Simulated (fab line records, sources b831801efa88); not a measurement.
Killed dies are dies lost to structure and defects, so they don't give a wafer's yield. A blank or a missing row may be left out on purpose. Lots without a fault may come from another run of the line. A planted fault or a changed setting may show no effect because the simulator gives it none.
Chamber matching | flow gf180mcu | GF_V1_CMP_26 on cmp-02: 4 sister chambers
The step polishes, stops on SiO2, t overpolish 15 s, target thk 0 nm. 8 wafers are shown with their chamber, then 7 later ones without.

WAFERS WITH THEIR CHAMBER
wafer  | chamber | motor_current_A (A) | time_to_endpoint_s (s)
L270.2 | 2       | 10.4                | 82
L270.5 | 1       | 9.7                 | 76
L272.1 | 0       | 10.9                | 80
L272.2 | 1       | 9.7                 | 80
L272.4 | 2       | 10.4                | 79
L274.4 | 3       | 12.1                | 77
L274.5 | 0       | 12.1                | 78
L274.6 | 3       | 12.9                | 76

WAFERS WITHOUT THEIR CHAMBER
wafer  | motor_current_A (A) | time_to_endpoint_s (s)
L275.2 | 12.3                | 79
L275.4 | 11.7                | 81
L275.6 | 9.4                 | 82
L280.3 | 12.4                | 84
L280.4 | 11.9                | 79
L284.2 | 10.7                | 84
L284.3 | 12.5                | 81

WHICH CHAMBER EACH WENT THROUGH
wafer  | from the rows above          | in truth
L275.2 | can't be placed: 3 or 0      | 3
L275.4 | can't be placed: 0 or 2 or 3 | 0
L275.6 | can't be placed: 2 or 1      | 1
L280.3 | can't be placed: 0 or 3 or 2 | 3
L280.4 | can't be placed: 0 or 3      | 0
L284.2 | can't be placed: 2 or 0 or 1 | 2
L284.3 | can't be placed: 0 or 3 or 2 | 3
Placed correctly: 0 of 7. Can't be placed from these rows: 7 (the true chamber is among the candidates in 7). Placed wrongly: 0.
How it was worked out, from the rows above alone: a wafer's distance from a chamber is the root of the sum, over the readings, of the square of ((its reading less the chamber's mean) divided by the reading's scatter). The wafer belongs to the nearest chamber; if the next one is less than 2 further off, it can't be placed. A chamber's mean is the mean of its shown wafers. The scatter: the root of (the sum of the squares of (reading less its chamber's mean) over the shown wafers, divided by (wafers less chambers)).
